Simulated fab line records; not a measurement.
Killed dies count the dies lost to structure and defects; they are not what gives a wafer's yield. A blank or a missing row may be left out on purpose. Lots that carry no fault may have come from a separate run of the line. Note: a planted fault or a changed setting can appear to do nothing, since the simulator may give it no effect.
Split-lot study | flow sky130 | 23 wafers read from 5 lots, route of 708 steps

SPLIT DETAILS
At SKY_VIA2_COAT_07 (resist thk 450 nm), the setting resist_thk_nm was moved away from the recipe's 450 nm on 5 of the 23 wafers read, by -5.0% to -4.4%. The other wafers ran this setting at the recipe's value.

There is no step in the file separating the split from the reading.

THE READING
KrF-thick_of_VIA2_COAT_07.thk_nm (the simulator's own value, which no gauge read), in nm, at SKY_VIA2_ETCH_15 (etches SiO2 in C4F8/O2/Ar, stops on TiN, target depth 546 nm, time 84 s). There is no usual value for it anywhere in the file. Across the 18 wafers here that went through the recipe, the average is 287.8 nm and the standard deviation 2.9 nm.

wafer  | tool, chamber at the split | resist_thk_nm as run, nm | against the recipe | KrF-thick_of_VIA2_COAT_07.thk_nm, nm | against lot-mates on the recipe
L074.1 | litho_track-01, 0          | 450                      | recipe             | 289.4                                | -
L074.2 | litho_track-01, 0          | 450                      | recipe             | 290.5                                | -
L074.3 | litho_track-01, 0          | 450                      | recipe             | 293.3                                | -
L074.4 | litho_track-01, 0          | 450                      | recipe             | 286.6                                | -
L074.6 | litho_track-01, 0          | 450                      | recipe             | 294                                  | -
L077.1 | litho_track-01, 0          | 450                      | recipe             | 288.8                                | -
L077.2 | litho_track-01, 0          | 450                      | recipe             | 287.4                                | -
L077.3 | litho_track-01, 0          | 427.6                    | -5.0%              | 265.9                                | -20.6
L077.4 | litho_track-01, 0          | 450                      | recipe             | 283.2                                | -
L077.5 | litho_track-01, 0          | 427.6                    | -5.0%              | 266.2                                | -20.3
L079.1 | litho_track-03, 0          | 450                      | recipe             | 285.6                                | -
L079.4 | litho_track-03, 0          | 450                      | recipe             | 290.3                                | -
L079.5 | litho_track-03, 0          | 450                      | recipe             | 287.3                                | -
L080.1 | litho_track-01, 0          | 450                      | recipe             | 288.1                                | -
L080.2 | litho_track-01, 0          | 450                      | recipe             | 284                                  | -
L080.4 | litho_track-01, 0          | 450                      | recipe             | 287.5                                | -
L080.5 | litho_track-01, 0          | 450                      | recipe             | 286.1                                | -
L080.6 | litho_track-01, 0          | 450                      | recipe             | 283                                  | -
L085.1 | litho_track-03, 0          | 430.3                    | -4.4%              | 267                                  | -20.6
L085.2 | litho_track-03, 0          | 430.3                    | -4.4%              | 264.1                                | -23.5
L085.3 | litho_track-03, 0          | 450                      | recipe             | 288.1                                | -
L085.4 | litho_track-03, 0          | 450                      | recipe             | 287.1                                | -
L085.6 | litho_track-03, 0          | 430.3                    | -4.4%              | 267.5                                | -20.1

FIT RESULTS
A straight line over all 23 wafers: KrF-thick_of_VIA2_COAT_07.thk_nm changes by +4.67 nm for each +1% of resist_thk_nm; r = +0.96; the points scatter about the line by 2.8 nm.
The same after taking each lot's own level away (the mean of its wafers on the recipe; 23 wafers): +4.52 nm for each +1%; r = +0.97; scatter 2.3 nm.
On that fit, the largest move of resist_thk_nm shifts the reading by 22 nm.
Across the lots, their own levels run from 285.74 to 290.76 nm, a range of 1.7 times the standard deviation given above.
The two slopes are in agreement: the lot-to-lot level therefore moves the slope only a little.
Check: for one of the wafers moved furthest among these (-5.0%), held out of the fit, the line's prediction against its lot-mates is -23.1 nm. It came out at -20.6 nm against them.

THESE WAFERS: OTHER SPLITS
Other splits were also applied to these wafers ahead of the reading. Each is held against what the fit with the lots' levels taken away leaves over:
other split on the same wafers | wafers away from the commonest value | r with KrF-thick_of_VIA2_COAT_07.thk_nm (lot level and that fit taken away)
SKY_METAL2_SPUTTER_02 power_w  | 9                                    | +0.29
SKY_METAL2_ETCH_18 time_s      | 11                                   | -0.13

THE WHOLE CHAIN: every reading that the file lists as answering this split, in the file's order
step              | what it does                                                            | reading                                                                           | change (the file's fit)              | r (the file's)
SKY_VIA2_COAT_07  | resist thk 450 nm                                                       | KrF-thick_of_VIA2_COAT_07.thk_nm (the simulator's own value, which no gauge read) | +4.44 nm for each +1% of the setting | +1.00
SKY_VIA2_ETCH_15  | etches SiO2 in C4F8/O2/Ar, stops on TiN, target depth 546 nm, time 84 s | KrF-thick_of_VIA2_COAT_07.thk_nm (the simulator's own value, which no gauge read) | +4.45 nm for each +1% of the setting | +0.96
SKY_VIA2_STRIP_16 | strips in O2/N2                                                         | strip_time_to_endpoint_s                                                          | withheld for each +1% of the setting | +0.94

THE FILE'S OWN FIT
KrF-thick_of_VIA2_COAT_07.thk_nm changes by +4.45 nm for each +1% of resist_thk_nm, r = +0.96.
